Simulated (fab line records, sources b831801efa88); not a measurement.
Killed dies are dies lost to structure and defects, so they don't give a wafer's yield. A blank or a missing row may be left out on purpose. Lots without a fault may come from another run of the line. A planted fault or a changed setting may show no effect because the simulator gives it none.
A struck lot beside a sound one | flow gf180mcu | 13 steps out of a route of 602
Sound: wafers L669.1, L669.2, L669.3. Struck: wafers L683.1, L683.5, L683.6. The cause comes at the end.
At each step with rows: each side's tool, then ch and its chambers, then its first start. Under that, the readings that differ: sound wafers | struck wafers | difference of the means | sigmas: that difference in standard deviations of wafers without a fault.
alike: readings whose means differ by less than 2 such deviations, and words and numbers that are the same on both sides. not compared: withheld readings, readings that some wafer has no value for, bounds like >300 that may hide the same value, and numbers for which the record gives no deviation and whose values overlap.
The two part at a step that has a row with sigmas, a row that says differs or no value, or rows on one side only. Numbers that don't overlap but have no deviation are shown without sigmas and don't part them. A reading that every wafer of one side lacks parts them only if that side has two wafers or more.

GF_V3_CD_MEAS_14: target cd 260 nm.
  sound on cd_sem-01, day 24 03:03; struck on cd_sem-01, day 28 08:45
  alike: cd_nm
GF_V3_OVL_MEAS_15:
  sound on overlay-01, day 24 03:10; struck on overlay-02, day 28 08:52
  alike: V3_OVL
GF_V3_ETCH_16: etches BARC in N2/H2.
  sound on rie_diel-04 ch 1,2,3, day 24 03:12; struck on rie_diel-02 ch 0,1, day 28 08:54
  alike: drypump_motor_current_A, oes_product_au, throttle_valve_pct
GF_V3_ETCH_17: etches SiO2 in C4F8/O2/Ar, stops on TiN, target depth 635 nm.
  sound on rie_diel-04 ch 1,2,3; struck on rie_diel-02 ch 0,1
  alike: oes_product_au
GF_V3_STRIP_18: strips in O2/N2.
  sound on plasma_asher-01 ch 0,1, day 24 03:20; struck on plasma_asher-01 ch 0,1, day 28 09:02
  alike: drypump_motor_current_A, heater_power_w, oes_product_au
  not compared: rf_hours_counter_h
then, 2 steps without rows for these wafers: GF_V3_STRIP_19 (strips in post etch residue remover, time 1200 s); GF_V3_CLEAN_20 (cleans in DIW).
GF_V3_SPUTTER_21: material Ti, target thk 15 nm, time 80.02 s.
  sound on pvd_sputter-03, day 24 03:52; struck on pvd_sputter-02, day 28 09:34
  alike: throttle_valve_pct
then, 1 step without rows for these wafers: GF_V3_SPUTTER_22 (material TiN, target thk 10 nm, time 40 s).
GF_V3_CVD_23: deposits W, target thk 350 nm, time 104.9 s.
  sound on cvd_w-02 ch 0,1, day 24 03:58; struck on cvd_w-01 ch 0,1, day 28 09:40
  alike: heater_power_w
GF_V3_RS_MEAS_24: measures by four-point-probe.
  sound on film_metro-02, day 24 04:05; struck on film_metro-02, day 28 09:47
  alike: V3_W_RS
GF_V3_THK_MEAS_25: measures by xrf.
  sound on film_metro-02, day 24 04:12; struck on film_metro-02, day 28 09:54
  alike: V3_W_THK
GF_V3_CMP_26: polishes, stops on SiO2, t overpolish 15 s, target thk 0 nm.
  sound on cmp-01 ch 1,2,3, day 24 04:16; struck on cmp-02 ch 2,3, day 28 10:01
  no value came back on the struck wafers for any of 5 readings (edge_zone_pressure_frac, head_pressure_psi (psi) and others); on the sound wafers edge_zone_pressure_frac reads 1.004 1.000 0.999
  reading                          | sound | struck          | difference | sigmas
  model.W_of_V3_CVD_23.thk_nm (nm) | 0 0 0 | 348.4 348 344.5 | +347.0     |
  not compared: model.SiO2_of_V3_CVD_02.thk_nm

WHERE THEY PART
Only at GF_V3_CMP_26, within this record.

WHY: what the simulator had put in
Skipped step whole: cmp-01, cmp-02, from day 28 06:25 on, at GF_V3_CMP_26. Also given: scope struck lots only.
